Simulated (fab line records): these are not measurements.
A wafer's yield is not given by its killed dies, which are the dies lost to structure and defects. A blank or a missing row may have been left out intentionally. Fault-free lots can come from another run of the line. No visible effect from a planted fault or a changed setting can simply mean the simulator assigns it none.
Struck lot and sound lot, side by side | flow sky130 | 15 steps out of a route of 708
Sound: the wafers L108.1, L108.4, L108.5. Wafers struck: L114.2, L114.3, L114.4. The cause comes at the end.
Each step with rows lists, per side, the tool, then ch with its chambers, then its first start. Under that, the readings that differ: sound wafers | struck wafers | difference of the means | sigmas: that difference in standard deviations of wafers without a fault.
alike: readings with means less than 2 such deviations apart, plus words and numbers identical on both sides. not compared: withheld readings, readings lacking a value on some wafer, bounds such as >300 that could conceal the same value, and numbers that have no deviation in the record and whose values overlap.
Wherever a step has rows on one side only, a row that says differs or no value, or a row with sigmas, the two part there. When numbers do not overlap yet have no deviation, they are printed without sigmas and do not part them. A reading that every wafer of one side lacks parts them only if that side has two wafers or more.

first, 1 step without rows for these wafers: SKY_SONOS_TUNNEL_STRIP_11 (strips in SPM, time 600 s).
SKY_SONOS_TUNNEL_TW_MEAS_12:
  sound on film_metro-03, day 13 06:06; struck on film_metro-01, day 15 00:35
  alike: SONOS_TUNNEL_TW
then, 2 steps without rows for these wafers: SKY_SONOS_TUNNEL_CLEAN_13 (cleans in dHF, time 20 s); SKY_SONOS_ONO_OXIDATION_00 (stabilise 600 s, purge 300 s, target thk 2.6 nm).
SKY_SONOS_ONO_THK_MEAS_01:
  sound on film_metro-03, day 13 07:31; struck on film_metro-03, day 15 02:52
  reading                      | sound          | struck         | difference | sigmas
  SONOS_ONO_OXIDATION_THK (nm) | 2.62 2.55 2.59 | 2.71 2.68 2.70 | +0.11      | +2
then, 1 step without rows for these wafers: SKY_SONOS_ONO_CVD_02 (deposits Si3N4 from DCS/NH3, target thk 10.5 nm, time 180 s).
SKY_SONOS_ONO_THK_MEAS_03:
  sound on film_metro-01, day 13 10:58; struck on film_metro-03, day 15 04:53
  alike: SONOS_ONO_CVD_02_THK
then, 1 step without rows for these wafers: SKY_SONOS_ONO_CVD_04 (deposits SiO2 from SiH4/N2O, target thk 5.7199 nm).
SKY_SONOS_ONO_THK_MEAS_05:
  sound on film_metro-02, day 13 12:17; struck on film_metro-01, day 15 06:11
  alike: SONOS_ONO_CVD_04_THK
then, 3 steps without rows for these wafers: SKY_SONOS_ONO_DEHYDRATE_06 (time 60 s); SKY_SONOS_ONO_HMDS_07 (prime time 60 s); SKY_SONOS_ONO_COAT_08 (resist thk 1140 nm).
SKY_SONOS_ONO_SOFTBAKE_09: time 60 s.
  sound on litho_track-04 ch 0, day 14 01:21; struck on litho_track-02 ch 0, day 15 19:34
  reading                  | sound             | struck            | difference | sigmas
  heater_power_total_W (W) | 56.58 56.59 56.57 | 61.33 61.25 61.37 | +4.74      | +99 or more
  run_length_s (s)         | 89.76 89.48 89.51 | 76.69 76.73 76.73 | -12.87     | -64
  alike: chill_plate_temp_C
then, 1 step without rows for these wafers: SKY_SONOS_ONO_EXPOSE_10 (exposes mask ONOM, target cd 410 nm).
-- record jumps: 33 days separate the struck wafers' starts on either side; left off in module SONOS_ONO, taken up again in module PAD_OPEN, whose first shown step is the route's number 708 --
SKY_PAD_OPEN_PROBE_99:
  sound on prober-02, day 47 23:48; struck on prober-02, day 49 04:56
  reading            | sound    | struck   | difference | sigmas
  killed_at_contacts | 24 34 36 | 19 14 26 | -12        | -2
  alike: killed_at_M0_to_M3, killed_at_M4_up, killed_at_front_end, killed_at_other, killed_dies, killed_open, killed_short

WHERE THEY PART
Earliest at SKY_SONOS_ONO_THK_MEAS_01; latest, in this record, at SKY_PAD_OPEN_PROBE_99.

WHY: what the simulator had put in
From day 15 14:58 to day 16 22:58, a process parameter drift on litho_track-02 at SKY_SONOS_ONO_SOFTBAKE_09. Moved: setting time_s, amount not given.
